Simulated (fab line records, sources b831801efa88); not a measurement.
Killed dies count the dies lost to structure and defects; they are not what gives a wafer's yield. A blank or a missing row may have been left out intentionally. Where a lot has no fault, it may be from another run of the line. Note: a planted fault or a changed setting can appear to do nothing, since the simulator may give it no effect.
A struck lot beside a sound one | flow sky130 | 17 steps out of a route of 708
Sound: these wafers, L467.4, L467.5, L467.6. Wafers L474.1, L474.2, L474.3 were the ones struck. The cause comes at the end.
For every step that has rows: the tool of each side, followed by ch and its chambers, followed by its first start. Under that, the readings that differ: sound wafers | struck wafers | difference of the means | sigmas: that difference in standard deviations of wafers without a fault.
alike: words and numbers the same on both sides, and readings whose means are apart by under 2 such deviations; not compared: readings that were withheld, readings missing a value for some wafer, numbers with overlapping values and no deviation given by the record, and bounds like >300 which may hide the same value.
A row with sigmas, a row that says differs or no value, or rows on one side alone: a step with any of these is where the two part. When numbers do not overlap yet have no deviation, they are printed without sigmas and do not part them. A reading that every wafer of one side lacks parts them only if that side has two wafers or more.

first, 2 steps without rows for these wafers: SKY_NWELL_IMPLANT_12; SKY_NWELL_IMPLANT_13.
SKY_NWELL_STRIP_14: strips in O2/N2.
  sound on plasma_asher-04 ch 0,1, day 4 21:40; struck on plasma_asher-04 ch 0,1, day 6 12:59
  alike: drypump_motor_current_A, o2_flow_sccm, oes_product_au, strip_time_to_endpoint_s
  not compared: rf_hours_counter_h
SKY_NWELL_TW_MEAS_15:
  sound: film_metro-01 at day 4 21:46; struck: film_metro-03 at day 6 13:05
  alike: NWELL_TW
then, 7 steps without rows for these wafers: SKY_NWELL_DEHYDRATE_16 (time 60 s); SKY_NWELL_HMDS_17 (prime time 60 s); SKY_NWELL_COAT_18 (resist thk 3000 nm); SKY_NWELL_SOFTBAKE_19; SKY_NWELL_EXPOSE_20 (exposes mask NWM COMPLEMENT, target cd 840 nm); SKY_NWELL_PEB_21; SKY_NWELL_DEVELOP_22 (develop time 60 s).
SKY_NWELL_OVL_MEAS_23:
  sound: overlay-02 at day 5 14:16; struck: overlay-02 at day 7 08:35
  reading           | sound       | struck         | difference | sigmas
  NWELL_01_OVL (nm) | 3.2 2.4 2.7 | -0.8 -0.7 -0.9 | -3.6       | -3
SKY_NWELL_IMPLANT_24:
  sound on implanter-04 ch 0, day 5 14:21; struck on implanter-01 ch 0, day 7 08:56
  alike: beam_on_s, faraday_current_uA
SKY_NWELL_STRIP_25: strips in O2/N2.
  sound on plasma_asher-04 ch 0,1, day 5 14:28; struck on plasma_asher-04 ch 0,1, day 7 09:05
  alike: drypump_motor_current_A, o2_flow_sccm, oes_product_au, strip_time_to_endpoint_s
  not compared: rf_hours_counter_h
SKY_NWELL_TW_MEAS_26:
  sound: film_metro-02 at day 5 14:34; struck: film_metro-03 at day 7 09:11
  reading    | sound       | struck      | difference | sigmas
  NWELL_2_TW | 502 502 503 | 607 611 608 | +106       | +22
then, 1 step without rows for these wafers: SKY_NWELL_CLEAN_27 (cleans in SC1/SC2, time 150 s).
-- the record jumps here: 40 days lie between the struck wafers' starts before and after (it left off in module NWELL and takes up again in module PAD_OPEN, whose first step shown is number 708 of the route) --
SKY_PAD_OPEN_PROBE_99:
  sound: prober-02 at day 46 04:23; struck: prober-01 at day 47 20:53
  reading                                    | sound                         | struck                        | difference | sigmas
  model.etest.pfet_16v.r_on_ohm_um           | 1.527e+04 1.51e+04 1.49e+04   | 1.174e+04 1.148e+04 1.153e+04 | -3.507e+03 |
  model.etest.res_iso_pwell.rs_ohm_sq        | 3088 2998 2946                | 1845 1772 1770                | -1215      |
  model.etest.res_pwell_under_gate.rs_ohm_sq | 2309 2296 2301                | 1420 1436 1415                | -878       |
  model.etest.nfet_16v.r_on_ohm_um           | 1.396e+04 1.393e+04 1.402e+04 | 1.47e+04 1.454e+04 1.464e+04  | +6.57e+02  |
  model.etest.res_iso_pwell.line_ohm_um      | 1165 1135 1106                | 677.4 661.5 653.3             | -471.3     |
  model.etest.tip_n_5v.rs_ohm_sq             | 1419 1409 1413                | 1517 1515 1527                | +106       |
  model.etest.res_nwell.line_ohm_um          | 1142 1136 1122                | 1356 1313 1321                | +197       |
  model.etest.res_deep_nwell.rs_ohm_sq       | 2182 2182 2201                | 2230 2230 2251                | +49        |
  alike: killed_at_M0_to_M3, killed_at_M4_up, killed_at_contacts, killed_at_front_end, killed_at_other, killed_dies, killed_open, killed_short

== WHERE THEY PART ==
Last at SKY_NWELL_TW_MEAS_26 as far as this record goes, first at SKY_NWELL_OVL_MEAS_23. Later steps at which nothing parts them and some readings are alike: SKY_PAD_OPEN_PROBE_99.

WHY: what the simulator had put in
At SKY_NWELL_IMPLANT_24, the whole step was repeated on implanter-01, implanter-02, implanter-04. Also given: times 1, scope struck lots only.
